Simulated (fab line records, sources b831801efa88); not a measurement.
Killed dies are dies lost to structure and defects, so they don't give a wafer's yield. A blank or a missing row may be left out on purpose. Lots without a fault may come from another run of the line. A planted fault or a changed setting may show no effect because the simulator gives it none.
Tool commonality check | flow sky130 | 11 lots, 42 wafers sampled

WHY IT WAS OPENED
At SKY_CONTACT_THK_MEAS_03 the reading CONTACT_HDPCVD_THK is flagged on 3 of 11 lots. Wafers without a fault read 568 nm, standard deviation 5.9.
Rule: a lot is flagged when every wafer of it that has a number lies more than 4 standard deviations from that mean, or none has a number. The other lots count as sound.

lot  | measured     | on            | CONTACT_HDPCVD_THK (nm), wafer by wafer | flag
L613 | day 30 04:01 | film_metro-01 | 567 557 562                             |
L616 | day 31 09:58 | film_metro-02 | 568 566 563                             |
L617 | day 31 21:49 | film_metro-02 | 673 669 676 673 669 675                 | FLAGGED
L618 | day 32 00:32 | film_metro-02 | 680 678 670 681 678 670                 | FLAGGED
L619 | day 32 07:37 | film_metro-01 | 562 565 562                             |
L620 | day 32 10:19 | film_metro-02 | 678 684 687 678 683 687                 | FLAGGED
L627 | day 36 04:52 | film_metro-01 | 561 559 556                             |
L631 | day 36 09:52 | film_metro-03 | 564 560 561                             |
L628 | day 36 10:40 | film_metro-03 | 577 565 565                             |
L632 | day 36 13:34 | film_metro-01 | 566 578 573                             |
L635 | day 38 06:21 | film_metro-02 | 561 566 567                             |
The numbers of the flagged lots are 677 nm on average: +109 nm against the usual, or +19 standard deviations.

WHICH TOOL RAN EACH LOT
The record holds 2 process steps before the reading, out of a route of 708 steps. In each cell: the tool, then ch and the chambers that the sampled wafers went through, then the start.
lot  | flag    | SKY_LOCAL_INTERCONNECT_STRIP_15      | SKY_CONTACT_HDPCVD_02
L613 |         | plasma_asher-04 ch 0,1, day 30 03:15 | hdpcvd-01 ch 0,1,2, day 30 03:56
L616 |         | plasma_asher-01 ch 0,1, day 31 09:12 | hdpcvd-01 ch 0,1, day 31 09:53
L617 | FLAGGED | plasma_asher-04 ch 0,1, day 31 20:57 | hdpcvd-01 ch 1,2, day 31 21:44
L618 | FLAGGED | plasma_asher-01 ch 0,1, day 31 23:41 | hdpcvd-01 ch 0,1,2, day 32 00:28
L619 |         | plasma_asher-04 ch 0,1, day 32 06:51 | hdpcvd-02 ch 0,2, day 32 07:32
L620 | FLAGGED | plasma_asher-03 ch 0,1, day 32 09:33 | hdpcvd-01 ch 0,1,2, day 32 10:14
L627 |         | plasma_asher-03 ch 0,1, day 36 04:07 | hdpcvd-01 ch 0,1, day 36 04:48
L631 |         | plasma_asher-04 ch 0,1, day 36 09:06 | hdpcvd-01 ch 0,1,2, day 36 09:49
L628 |         | plasma_asher-03 ch 0,1, day 36 09:54 | hdpcvd-01 ch 1,2, day 36 10:35
L632 |         | plasma_asher-01 ch 0,1, day 36 12:49 | hdpcvd-02 ch 1,2, day 36 13:29
L635 |         | plasma_asher-04 ch 0, day 38 05:36   | hdpcvd-01 ch 0,1,2, day 38 06:17
What these steps do:
- SKY_LOCAL_INTERCONNECT_STRIP_15: strips in O2/N2.
- SKY_CONTACT_HDPCVD_02: deposits SiO2, target thk 565 nm, time 94.2 s.
- SKY_CONTACT_THK_MEAS_03

FLAGGED OVER TOTAL, TOOL BY TOOL (the gauges that took the reading come last)
step                            | tool            | lots run | flagged | share of the flagged lots | sound lots run after its first flagged lot
SKY_LOCAL_INTERCONNECT_STRIP_15 | plasma_asher-01 | 3        | 1       | some                      | 1 (L632)
SKY_LOCAL_INTERCONNECT_STRIP_15 | plasma_asher-03 | 3        | 1       | some                      | 2 (L627,L628)
SKY_LOCAL_INTERCONNECT_STRIP_15 | plasma_asher-04 | 5        | 1       | some                      | 3 (L619,L631,L635)
SKY_CONTACT_HDPCVD_02           | hdpcvd-01       | 9        | 3       | all                       | 4 (L627,L631,L628,L635)
SKY_CONTACT_HDPCVD_02           | hdpcvd-02       | 2        | 0       | none                      | -
SKY_CONTACT_THK_MEAS_03         | film_metro-01   | 4        | 0       | none                      | -
SKY_CONTACT_THK_MEAS_03         | film_metro-02   | 5        | 3       | all                       | 1 (L635)
SKY_CONTACT_THK_MEAS_03         | film_metro-03   | 2        | 0       | none                      | -

WHAT THE TABLE ALLOWS
2 rows of the table ran every flagged lot: hdpcvd-01 at SKY_CONTACT_HDPCVD_02, film_metro-02 at SKY_CONTACT_THK_MEAS_03.
- hdpcvd-01 at SKY_CONTACT_HDPCVD_02: 3 of its 9 lots flagged. Sound lots ran on it after the first flagged one (L627, L631, L628, L635), which a lasting fault on the whole tool wouldn't allow. Its own readings lie more than 4 standard deviations out on every wafer of the flagged lots: sih4_flow_sccm.
- film_metro-02 at SKY_CONTACT_THK_MEAS_03: 3 of its 5 lots flagged. Sound lots ran on it after the first flagged one (L635), which a lasting fault on the whole tool wouldn't allow.
No row of the table ran every flagged lot and no sound lot after the first.

WHAT THE SIMULATOR HAD PUT IN
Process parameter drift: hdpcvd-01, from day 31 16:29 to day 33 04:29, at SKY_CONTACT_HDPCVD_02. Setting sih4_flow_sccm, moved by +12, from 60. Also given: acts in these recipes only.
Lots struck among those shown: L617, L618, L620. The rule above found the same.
